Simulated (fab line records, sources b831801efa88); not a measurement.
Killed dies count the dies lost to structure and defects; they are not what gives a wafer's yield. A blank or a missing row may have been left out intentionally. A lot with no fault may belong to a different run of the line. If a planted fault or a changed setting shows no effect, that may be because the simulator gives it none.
fab line records	flow gf180mcu
record lots=24	wafers=72	last_day=34
route steps=602 shown CONTACT@290 V3@451 M4@459 V4@477 V5@541 PASSIVATION@589
lots that met no fault: from a run of the same line without faults
start_h: the number of hours between the record's first day and the start of the first shown wafer of the lot	wait_h: how many hours have passed since the lot's step before this one	" same as the row above	L1.1+2: a single row standing in for several wafers	- no value, or no start was given	* or withheld: withheld	< > ~ a bound
route shown NAME@n: NAME is a module with steps in the file, n the number in the route of the first one	usual: mean/standard deviation taken from wafers without a fault	same: alike in all rows	chamber/n: place in a boat	sites: readings site by site	_std_site: the standard deviation of these	_edge_site: outer sites' mean less inner sites'	radius_mm: how far each site lies from the wafer's centre	mask NAME#n: copy n	behind: the last tool/chamber to shape the wafer	hold: what put the lot on hold/how long, in hours/how the hold closed	device: which transistor (n, p or np) failed to switch	end of line: at the end of the route, the tests of the same wafers	step lacking rows: just its recipe	killed: the dies lost at the first sort to structure and to defects; this is not the yield of the wafer	map: a wafer's dies, marking killed ones x, the rest . and places with no die _
set.NAME: setting as actually run; set.NAME@STEP: the setting as run at that earlier step	model.NAME: the simulator's own value behind a step, which no gauge read
route steps across a sampled set of lots; one table per step, one row per wafer
services: from which hour (start_h, from the record's first day; less than 0 if before it) a tool's chamber was out of use, for how many hours, and why
## steps
# step GF_CONTACT_THK_MEAS_03
# recipe reads=SiO2_of_CONTACT_CVD_02
# usual CONTACT_CVD_02_THK=857/11
lot.wafer	tool	chamber	start_h	wait_h	CONTACT_CVD_02_THK[nm]
L074.1	film_metro-04	-	341.99	0.0	875
L074.3	"	-	"	"	853
L074.6	"	-	"	"	869
L075.3	film_metro-01	-	349.66	0.1	845
L075.4	"	-	"	"	858
L075.6	"	-	"	"	865
L076.1	film_metro-04	-	358.53	0.1	838
L076.2	"	-	"	"	863
L076.4	"	-	"	"	862
L077.1	film_metro-04	-	364.03	0.0	835
L077.5	"	-	"	"	852
L077.6	"	-	"	"	868
L078.1	film_metro-03	-	380.81	0.0	850
L078.2	"	-	"	"	849
L078.4	"	-	"	"	860
L079.1	film_metro-04	-	380.93	0.0	842
L079.5	"	-	"	"	860
L079.6	"	-	"	"	862
L080.3	film_metro-03	-	392.53	0.1	840
L080.4	"	-	"	"	864
L080.5	"	-	"	"	871
L081.1	film_metro-03	-	401.47	0.0	841
L081.3	"	-	"	"	845
L081.5	"	-	"	"	848
L082.1	film_metro-03	-	408.34	0.0	842
L082.5	"	-	"	"	871
L082.6	"	-	"	"	865
L083.3	film_metro-01	-	417.61	0.1	862
L083.4	"	-	"	"	885
L083.6	"	-	"	"	870
L084.1	film_metro-03	-	423.63	0.0	865
L084.5	"	-	"	"	866
L084.6	"	-	"	"	871
L085.2	film_metro-03	-	433.09	0.0	863
L085.4	"	-	"	"	894
L085.5	"	-	"	"	861
L086.1	film_metro-01	-	444.53	0.0	851
L086.2	"	-	"	"	855
L086.5	"	-	"	"	857
L087.1	film_metro-04	-	449.90	0.0	866
L087.3	"	-	"	"	852
L087.5	"	-	"	"	878
L088.1	film_metro-03	-	460.69	0.0	849
L088.5	"	-	"	"	862
L088.6	"	-	"	"	856
L089.4	film_metro-01	-	485.19	0.0	851
L089.5	"	-	"	"	867
L089.6	"	-	"	"	849
L090.3	film_metro-03	-	485.57	0.1	858
L090.4	"	-	"	"	857
L090.6	"	-	"	"	876
L091.1	film_metro-01	-	501.19	0.0	852
L091.3	"	-	"	"	850
L091.5	"	-	"	"	858
L092.1	film_metro-01	-	502.60	0.0	841
L092.3	"	-	"	"	840
L092.5	"	-	"	"	862
L093.2	film_metro-01	-	518.65	0.0	838
L093.3	"	-	"	"	856
L093.5	"	-	"	"	861
L094.2	film_metro-01	-	519.92	0.0	853
L094.4	"	-	"	"	856
L094.5	"	-	"	"	861
L095.1	film_metro-04	-	529.99	0.0	856
L095.2	"	-	"	"	847
L095.3	"	-	"	"	844
L096.3	film_metro-01	-	530.96	0.1	838
L096.4	"	-	"	"	856
L096.5	"	-	"	"	844
L097.2	film_metro-01	-	544.31	0.0	846
L097.3	"	-	"	"	856
L097.4	"	-	"	"	864
# step GF_V3_SPUTTER_22
# recipe material=TiN	target_thk_nm=10	chamber_pressure_pa=5	power_w=4000	time_s=40
# usual throttle_valve_pct=30.1/1.1
lot.wafer	tool	chamber	start_h	wait_h	throttle_valve_pct
L074.1	pvd_sputter-04	-	516.01	0.0	31.3
L074.3	"	-	"	"	29.7
L074.6	"	-	"	"	31.2
L075.3	pvd_sputter-01	-	521.52	0.0	30.4
L075.4	"	-	"	"	30.3
L075.6	"	-	"	"	30.1
L076.1	pvd_sputter-02	-	532.68	0.0	31.6
L076.2	"	-	"	"	29.8
L076.4	"	-	"	"	31.9
L077.1	pvd_sputter-04	-	536.75	0.0	30.4
L077.5	"	-	"	"	30.3
L077.6	"	-	"	"	29.9
L078.1	pvd_sputter-01	-	553.81	0.0	31.4
L078.2	"	-	"	"	30.3
L078.4	"	-	"	"	29.8
L079.1	pvd_sputter-04	-	554.48	0.0	31.0
L079.5	"	-	"	"	30.1
L079.6	"	-	"	"	29.9
L080.3	pvd_sputter-01	-	564.49	0.0	30.5
L080.4	"	-	"	"	30.1
L080.5	"	-	"	"	30.2
L081.1	pvd_sputter-04	-	575.41	0.0	30.5
L081.3	"	-	"	"	29.4
L081.5	"	-	"	"	29.5
L082.1	pvd_sputter-04	-	582.17	0.0	30.9
L082.5	"	-	"	"	29.3
L082.6	"	-	"	"	31.4
L083.3	pvd_sputter-02	-	588.90	0.0	30.3
L083.4	"	-	"	"	31.6
L083.6	"	-	"	"	27.0
L084.1	pvd_sputter-04	-	596.16	0.0	30.1
L084.5	"	-	"	"	31.1
L084.6	"	-	"	"	30.8
L085.2	pvd_sputter-04	-	604.80	0.0	29.8
L085.4	"	-	"	"	30.9
L085.5	"	-	"	"	29.4
L086.1	pvd_sputter-02	-	614.22	0.0	31.6
L086.2	"	-	"	"	29.7
L086.5	"	-	"	"	30.1
L087.1	pvd_sputter-04	-	619.47	0.0	30.3
L087.3	"	-	"	"	31.2
L087.5	"	-	"	"	31.3
L088.1	pvd_sputter-02	-	627.02	0.0	26.9
L088.5	"	-	"	"	27.1
L088.6	"	-	"	"	29.9
L089.4	pvd_sputter-04	-	647.91	0.0	29.5
L089.5	"	-	"	"	30.4
L089.6	"	-	"	"	31.2
L090.3	pvd_sputter-02	-	649.94	0.0	31.7
L090.4	"	-	"	"	31.7
L090.6	"	-	"	"	30.3
L091.1	pvd_sputter-04	-	662.72	0.0	29.6
L091.3	"	-	"	"	30.1
L091.5	"	-	"	"	31.1
L092.1	pvd_sputter-01	-	664.23	0.0	30.0
L092.3	"	-	"	"	31.0
L092.5	"	-	"	"	29.7
L093.2	pvd_sputter-02	-	675.15	0.0	30.3
L093.3	"	-	"	"	29.7
L093.5	"	-	"	"	30.0
L094.2	pvd_sputter-02	-	677.73	0.0	29.9
L094.4	"	-	"	"	30.5
L094.5	"	-	"	"	30.3
L095.1	pvd_sputter-01	-	684.30	0.0	30.2
L095.2	"	-	"	"	29.8
L095.3	"	-	"	"	31.1
L096.3	pvd_sputter-01	-	688.20	0.0	30.0
L096.4	"	-	"	"	30.1
L096.5	"	-	"	"	30.3
L097.2	pvd_sputter-02	-	697.03	0.0	29.9
L097.3	"	-	"	"	31.7
L097.4	"	-	"	"	30.6
# step GF_M4_SPUTTER_03
# recipe material=Ti	target_thk_nm=10	substrate_temp_c=300	chamber_pressure_pa=0.3	power_w=3000	time_s=6.7
# usual throttle_valve_pct=30.0/1.1
lot.wafer	tool	chamber	start_h	wait_h	throttle_valve_pct
L074.1	pvd_sputter-02	-	516.80	0.0	30.5
L074.3	"	-	"	"	29.9
L074.6	"	-	"	"	29.8
L075.3	pvd_sputter-02	-	522.31	0.0	30.1
L075.4	"	-	"	"	30.0
L075.6	"	-	"	"	31.7
L076.1	pvd_sputter-02	-	533.47	0.0	31.4
L076.2	"	-	"	"	29.8
L076.4	"	-	"	"	29.9
L077.1	pvd_sputter-02	-	537.54	0.0	27.3
L077.5	"	-	"	"	27.0
L077.6	"	-	"	"	30.4
L078.1	pvd_sputter-03	-	554.60	0.0	29.7
L078.2	"	-	"	"	31.2
L078.4	"	-	"	"	29.2
L079.1	pvd_sputter-04	-	555.27	0.0	31.2
L079.5	"	-	"	"	29.9
L079.6	"	-	"	"	29.4
L080.3	pvd_sputter-04	-	565.28	0.0	31.2
L080.4	"	-	"	"	30.1
L080.5	"	-	"	"	29.7
L081.1	pvd_sputter-03	-	576.54	0.0	29.2
L081.3	"	-	"	"	31.2
L081.5	"	-	"	"	31.3
L082.1	pvd_sputter-02	-	582.96	0.0	31.8
L082.5	"	-	"	"	27.1
L082.6	"	-	"	"	30.2
L083.3	pvd_sputter-03	-	589.69	0.0	29.8
L083.4	"	-	"	"	31.2
L083.6	"	-	"	"	29.7
L084.1	pvd_sputter-02	-	597.06	0.0	26.8
L084.5	"	-	"	"	29.9
L084.6	"	-	"	"	31.8
L085.2	pvd_sputter-03	-	605.59	0.0	29.8
L085.4	"	-	"	"	29.1
L085.5	"	-	"	"	29.6
L086.1	pvd_sputter-04	-	615.01	0.0	30.9
L086.2	"	-	"	"	29.5
L086.5	"	-	"	"	29.3
L087.1	pvd_sputter-02	-	620.26	0.0	31.8
L087.3	"	-	"	"	30.3
L087.5	"	-	"	"	29.9
L088.1	pvd_sputter-04	-	627.81	0.0	30.3
L088.5	"	-	"	"	29.6
L088.6	"	-	"	"	29.6
L089.4	pvd_sputter-02	-	648.71	0.0	27.0
L089.5	"	-	"	"	31.9
L089.6	"	-	"	"	30.6
L090.3	pvd_sputter-04	-	650.73	0.0	30.1
L090.4	"	-	"	"	29.5
L090.6	"	-	"	"	31.0
L091.1	pvd_sputter-04	-	663.51	0.0	29.5
L091.3	"	-	"	"	30.1
L091.5	"	-	"	"	29.3
L092.1	pvd_sputter-03	-	665.33	0.0	29.6
L092.3	"	-	"	"	29.4
L092.5	"	-	"	"	29.9
L093.2	pvd_sputter-03	-	675.94	0.0	29.9
L093.3	"	-	"	"	29.2
L093.5	"	-	"	"	29.4
L094.2	pvd_sputter-04	-	678.52	0.0	31.3
L094.4	"	-	"	"	30.5
L094.5	"	-	"	"	29.7
L095.1	pvd_sputter-03	-	685.10	0.0	29.0
L095.2	"	-	"	"	29.7
L095.3	"	-	"	"	31.5
L096.3	pvd_sputter-03	-	688.99	0.0	29.3
L096.4	"	-	"	"	31.4
L096.5	"	-	"	"	29.8
L097.2	pvd_sputter-04	-	697.82	0.0	30.5
L097.3	"	-	"	"	31.0
L097.4	"	-	"	"	29.7
# step GF_V4_THK_MEAS_01
# recipe reads=SiO2_of_V4_CVD_00
# usual V4_CVD_00_THK=602/6.7
lot.wafer	tool	chamber	start_h	wait_h	V4_CVD_00_THK[nm]
L074.1	film_metro-03	-	540.35	0.0	608
L074.3	"	-	"	"	607
L074.6	"	-	"	"	599
L075.3	film_metro-04	-	546.09	0.1	608
L075.4	"	-	"	"	610
L075.6	"	-	"	"	611
L076.1	film_metro-04	-	556.49	0.0	609
L076.2	"	-	"	"	604
L076.4	"	-	"	"	603
L077.1	film_metro-03	-	561.48	0.0	600
L077.5	"	-	"	"	597
L077.6	"	-	"	"	602
L078.1	film_metro-04	-	577.73	0.0	608
L078.2	"	-	"	"	610
L078.4	"	-	"	"	611
L079.1	film_metro-03	-	578.07	0.0	596
L079.5	"	-	"	"	598
L079.6	"	-	"	"	599
L080.3	film_metro-03	-	587.68	0.1	611
L080.4	"	-	"	"	611
L080.5	"	-	"	"	594
L081.1	film_metro-04	-	599.20	0.0	612
L081.3	"	-	"	"	609
L081.5	"	-	"	"	612
L082.1	film_metro-04	-	604.97	0.0	602
L082.5	"	-	"	"	615
L082.6	"	-	"	"	605
L083.3	film_metro-01	-	611.51	0.1	603
L083.4	"	-	"	"	597
L083.6	"	-	"	"	597
L084.1	film_metro-01	-	618.77	0.0	601
L084.5	"	-	"	"	598
L084.6	"	-	"	"	608
L085.2	film_metro-03	-	626.74	0.0	602
L085.4	"	-	"	"	607
L085.5	"	-	"	"	608
L086.1	film_metro-01	-	636.46	0.0	605
L086.2	"	-	"	"	610
L086.5	"	-	"	"	601
L087.1	film_metro-04	-	640.97	0.0	606
L087.3	"	-	"	"	602
L087.5	"	-	"	"	610
L088.1	film_metro-04	-	648.27	0.0	597
L088.5	"	-	"	"	594
L088.6	"	-	"	"	595
L089.4	film_metro-03	-	669.20	0.0	601
L089.5	"	-	"	"	605
L089.6	"	-	"	"	604
L090.3	film_metro-04	-	671.61	0.1	606
L090.4	"	-	"	"	597
L090.6	"	-	"	"	592
L091.1	film_metro-03	-	682.82	0.0	592
L091.3	"	-	"	"	582
L091.5	"	-	"	"	596
L092.1	film_metro-03	-	685.24	0.0	607
L092.3	"	-	"	"	602
L092.5	"	-	"	"	604
L093.2	film_metro-04	-	696.16	0.0	590
L093.3	"	-	"	"	597
L093.5	"	-	"	"	591
L094.2	film_metro-01	-	697.84	0.0	607
L094.4	"	-	"	"	599
L094.5	"	-	"	"	617
L095.1	film_metro-01	-	704.42	0.0	592
L095.2	"	-	"	"	602
L095.3	"	-	"	"	605
L096.3	film_metro-01	-	708.09	0.1	592
L096.4	"	-	"	"	597
L096.5	"	-	"	"	594
L097.2	film_metro-04	-	715.94	0.0	608
L097.3	"	-	"	"	600
L097.4	"	-	"	"	611
# step GF_V5_THK_MEAS_01
# recipe reads=SiO2_of_V5_CVD_00
# usual V5_CVD_00_THK=301.9/2.7
lot.wafer	tool	chamber	start_h	wait_h	V5_CVD_00_THK[nm]
L074.1	film_metro-02	-	608.10	0.0	302.5
L074.3	"	-	"	"	304.2
L074.6	"	-	"	"	300.9
L075.3	film_metro-02	-	614.64	0.0	302.8
L075.4	"	-	"	"	299.6
L075.6	"	-	"	"	304.2
L076.1	film_metro-01	-	623.53	0.0	304.7
L076.2	"	-	"	"	304.8
L076.4	"	-	"	"	301.9
L077.1	film_metro-02	-	627.37	0.0	306.4
L077.5	"	-	"	"	302.7
L077.6	"	-	"	"	305.5
L078.1	film_metro-02	-	643.63	0.0	297.4
L078.2	"	-	"	"	298.3
L078.4	"	-	"	"	301.2
L079.1	film_metro-02	-	644.29	0.0	298.7
L079.5	"	-	"	"	301.3
L079.6	"	-	"	"	299.8
L080.3	film_metro-03	-	651.71	0.0	301.0
L080.4	"	-	"	"	297.4
L080.5	"	-	"	"	300.7
L081.1	film_metro-02	-	665.35	0.0	300.3
L081.3	"	-	"	"	302.8
L081.5	"	-	"	"	305.8
L082.1	film_metro-01	-	668.11	0.0	305.5
L082.5	"	-	"	"	306.4
L082.6	"	-	"	"	305.4
L083.3	film_metro-02	-	673.79	0.0	298.3
L083.4	"	-	"	"	300.0
L083.6	"	-	"	"	301.6
L084.1	film_metro-02	-	681.49	0.0	302.6
L084.5	"	-	"	"	300.0
L084.6	"	-	"	"	303.1
L085.2	film_metro-03	-	688.85	0.0	300.5
L085.4	"	-	"	"	299.1
L085.5	"	-	"	"	304.3
L086.1	film_metro-02	-	702.22	0.0	305.3
L086.2	"	-	"	"	304.6
L086.5	"	-	"	"	304.4
L087.1	film_metro-01	-	702.42	0.0	302.0
L087.3	"	-	"	"	301.5
L087.5	"	-	"	"	296.6
L088.1	film_metro-02	-	707.49	0.0	306.4
L088.5	"	-	"	"	301.4
L088.6	"	-	"	"	304.4
L089.4	film_metro-02	-	728.76	0.0	297.1
L089.5	"	-	"	"	301.6
L089.6	"	-	"	"	302.6
L090.3	film_metro-02	-	730.43	0.0	300.4
L090.4	"	-	"	"	300.2
L090.6	"	-	"	"	301.7
L091.1	film_metro-01	-	740.70	0.0	304.6
L091.3	"	-	"	"	301.6
L091.5	"	-	"	"	300.7
L092.1	film_metro-02	-	743.51	0.0	304.2
L092.3	"	-	"	"	305.0
L092.5	"	-	"	"	300.3
L093.2	film_metro-03	-	752.12	0.0	303.5
L093.3	"	-	"	"	303.0
L093.5	"	-	"	"	312.6
L094.2	film_metro-03	-	753.29	0.0	298.0
L094.4	"	-	"	"	300.9
L094.5	"	-	"	"	298.8
L095.1	film_metro-01	-	760.13	0.0	304.1
L095.2	"	-	"	"	302.6
L095.3	"	-	"	"	298.9
L096.3	film_metro-03	-	763.12	0.0	302.7
L096.4	"	-	"	"	301.5
L096.5	"	-	"	"	300.3
L097.2	film_metro-03	-	770.14	0.0	304.4
L097.3	"	-	"	"	302.4
L097.4	"	-	"	"	305.7
# step GF_PASSIVATION_CVD_02
# recipe material=Si3N4	target_thk_nm=700	time_s=486.18	temp_c=400	rf_w=450
# usual heater_power_outer_w=409/60	heater_power_w=714/99
lot.wafer	tool	chamber	start_h	wait_h	heater_power_outer_w	heater_power_w	since_wet_clean_h
L074.1	pecvd-02	0	651.78	0.1	529	875	685
L074.3	"	1	"	"	295	513	685
L074.6	"	1	"	"	336	541	-
L075.3	pecvd-02	2	657.94	0.0	407	669	692
L075.4	"	2	"	"	406	725	-
L075.6	"	0	"	"	492	839	-
L076.1	pecvd-02	1	666.69	0.1	324	554	700
L076.2	"	0	"	"	507	862	700
L076.4	"	1	"	"	354	584	-
L077.1	pecvd-02	2	670.23	0.1	375	639	704
L077.5	"	2	"	"	406	661	-
L077.6	"	0	"	"	497	872	-
L078.1	pecvd-01	1	686.32	0.1	559	917	81
L078.2	"	2	"	"	364	701	81
L078.4	"	2	"	"	390	734	-
L079.1	pecvd-01	0	687.97	0.1	422	758	83
L079.5	"	0	"	"	313	616	-
L079.6	"	1	"	"	423	765	-
L080.3	pecvd-03	0	693.96	0.0	400	648	519
L080.4	"	2	"	"	470	805	-
L080.5	"	0	"	"	422	677	-
L081.1	pecvd-01	1	706.88	0.1	494	856	102
L081.3	"	2	"	"	351	687	102
L081.5	"	1	"	"	517	902	-
L082.1	pecvd-03	0	710.90	0.1	427	664	536
L082.5	"	2	"	"	392	724	-
L082.6	"	0	"	"	439	684	-
L083.3	pecvd-01	1	714.89	0.0	551	934	110
L083.4	"	1	"	"	419	776	-
L083.6	"	2	"	"	373	709	-
L084.1	pecvd-01	0	721.00	0.1	367	680	116
L084.5	"	0	"	"	379	710	-
L084.6	"	1	"	"	513	864	-
L085.2	pecvd-03	2	728.81	0.0	418	763	554
L085.4	"	1	"	"	415	750	-
L085.5	"	2	"	"	460	809	-
L086.1	pecvd-03	1	741.40	0.1	382	716	567
L086.2	"	0	"	"	425	660	567
L086.5	"	1	"	"	406	746	-
L087.1	pecvd-02	1	741.53	0.1	332	558	775
L087.3	"	2	"	"	334	593	775
L087.5	"	0	"	"	474	802	-
L088.1	pecvd-03	2	746.16	0.1	409	730	572
L088.5	"	0	"	"	398	619	-
L088.6	"	1	"	"	300	601	-
L089.4	pecvd-03	1	766.05	0.2	305	605	-
L089.5	"	0	"	"	417	646	-
L089.6	"	2	"	"	481	852	-
L090.3	pecvd-03	0	767.21	0.0	396	648	593
L090.4	"	2	"	"	520	894	-
L090.6	"	0	"	"	420	667	-
L091.1	pecvd-03	0	776.58	0.1	431	677	602
L091.3	"	2	"	"	501	868	602
L091.5	"	2	"	"	509	887	-
L092.1	pecvd-02	1	779.71	0.1	390	642	813
L092.3	"	0	"	"	509	868	813
L092.5	"	1	"	"	307	500	-
L093.2	pecvd-02	1	787.17	0.0	344	553	821
L093.3	"	0	"	"	487	813	821
L093.5	"	2	"	"	407	663	-
L094.2	pecvd-02	1	788.43	0.0	359	573	822
L094.4	"	0	"	"	544	887	-
L094.5	"	1	"	"	388	625	-
L095.1	pecvd-03	2	794.50	0.1	439	803	620
L095.2	"	1	"	"	369	727	620
L095.3	"	0	"	"	409	665	620
L096.3	pecvd-02	1	798.03	0.0	292	508	832
L096.4	"	2	"	"	404	692	-
L096.5	"	1	"	"	333	551	-
L097.2	pecvd-01	2	804.12	0.0	340	680	199
L097.3	"	2	"	"	367	710	-
L097.4	"	0	"	"	376	703	-
## services
tool	chamber	start_h	hours	kind
pecvd-03	-	502.09	2.6	repair
pvd_sputter-04	-	507.40	3.2	repair
pvd_sputter-04	-	530.37	3.4	repair
pvd_sputter-02	-	553.83	7.9	repair
pvd_sputter-02	-	555.99	1.7	repair
pvd_sputter-01	-	571.19	80.4	repair
pecvd-01	-	591.12	14.0	pm
pvd_sputter-03	-	600.12	2.1	repair
pecvd-01	0	602.27	7.9	repair
pecvd-01	2	629.20	6.7	repair
pecvd-03	2	635.43	16.9	repair
pvd_sputter-01	-	638.99	6.8	repair
pecvd-03	0	645.25	14.6	repair
pvd_sputter-04	-	646.13	0.5	repair
pvd_sputter-03	-	666.79	4.2	repair
pvd_sputter-02	-	679.53	2.9	repair
pvd_sputter-02	-	685.77	1.0	repair
pecvd-03	-	688.82	0.5	repair
pecvd-02	-	701.88	14.6	pm
pvd_sputter-04	-	714.58	4.4	repair
pecvd-02	-	766.50	2.3	repair
pvd_sputter-02	-	776.47	4.5	repair
pecvd-02	-	799.38	14.0	pm
pvd_sputter-02	-	802.44	19.1	repair
## key
fault none
